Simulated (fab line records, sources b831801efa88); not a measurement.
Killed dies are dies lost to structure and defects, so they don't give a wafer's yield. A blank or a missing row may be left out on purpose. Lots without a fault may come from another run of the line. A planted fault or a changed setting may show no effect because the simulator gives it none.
One fault seen from 2 desks | flow sky130 | each desk has only its own numbers; what lay behind them comes last

THE METROLOGY DESK
What the gauges read, lot by lot, whatever tool the lot ran on: means of the sampled wafers that have a number. A lot is out of limits, marked OUT, if its mean lies more than 4 standard deviations from the usual mean; the brackets give that distance.
Columns: A = VIA2_HDPCVD_THK at SKY_VIA2_THK_MEAS_01, usual 1179 nm; B = cd_nm at SKY_VIA2_CD_MEAS_12, usual 199.6 nm
lot  | first seen here | A              | B
L100 | day 35 17:43    | 1195           | 199.2
L101 | day 36 02:59    | 1191           | 199.5
L102 | day 36 12:54    | 1174           | 199.3
L107 | day 38 01:02    | 1178           | 199.6
L108 | day 38 09:07    | 1167           | 198.7
L111 | day 39 00:05    | 1164           | 198.8
L115 | day 40 23:58    | 1465 (+19) OUT | 199.6
L117 | day 41 06:16    | 1182           | 199.7
L119 | day 41 16:31    | 1170           | 201.2
L120 | day 42 00:19    | 1183           | 202.4
L121 | day 42 08:20    | 1172           | 197.5
This desk's finding: out of limits on L115; first on L115, day 40 23:58 (VIA2_HDPCVD_THK at SKY_VIA2_THK_MEAS_01). In limits: L100, L101, L102, L107, L108, L111, L117, L119, L120, L121.

THE TOOL OWNER'S DESK: hdpcvd-01
The tool's own readings at SKY_VIA2_HDPCVD_00 (deposits SiO2, target thk 1180 nm, time 196.7 s): means of the sampled wafers that have a number, for each lot that ran on this tool. A lot is out of limits, marked OUT, if its mean lies more than 4 standard deviations from the usual mean; the brackets give that distance.
Columns: A = pressure_mtorr at SKY_VIA2_HDPCVD_00, usual 6.000 mTorr
lot  | first seen here | A
L102 | day 36 12:46    | 5.996
L107 | day 38 00:54    | 5.986
L108 | day 38 08:59    | 6.009
L111 | day 38 23:58    | 6.001
L115 | day 40 23:50    | 5.996
This desk's finding: nothing out of limits on any of the 5 lots.

PUT TOGETHER
The metrology desk could have raised an alarm at day 40 23:58, on L115.
The tool owner's desk saw nothing out of limits.
The tool owner's desk has L115 on record, within its limits.
Of the lots named, all ran SKY_VIA2_HDPCVD_00 on hdpcvd-01.

WHAT THE SIMULATOR HAD PUT IN
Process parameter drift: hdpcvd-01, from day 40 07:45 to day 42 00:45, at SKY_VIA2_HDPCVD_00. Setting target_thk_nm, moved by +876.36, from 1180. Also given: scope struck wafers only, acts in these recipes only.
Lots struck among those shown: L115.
Hours from the fault's start to each desk's first reading out of limits: the metrology desk, 16.
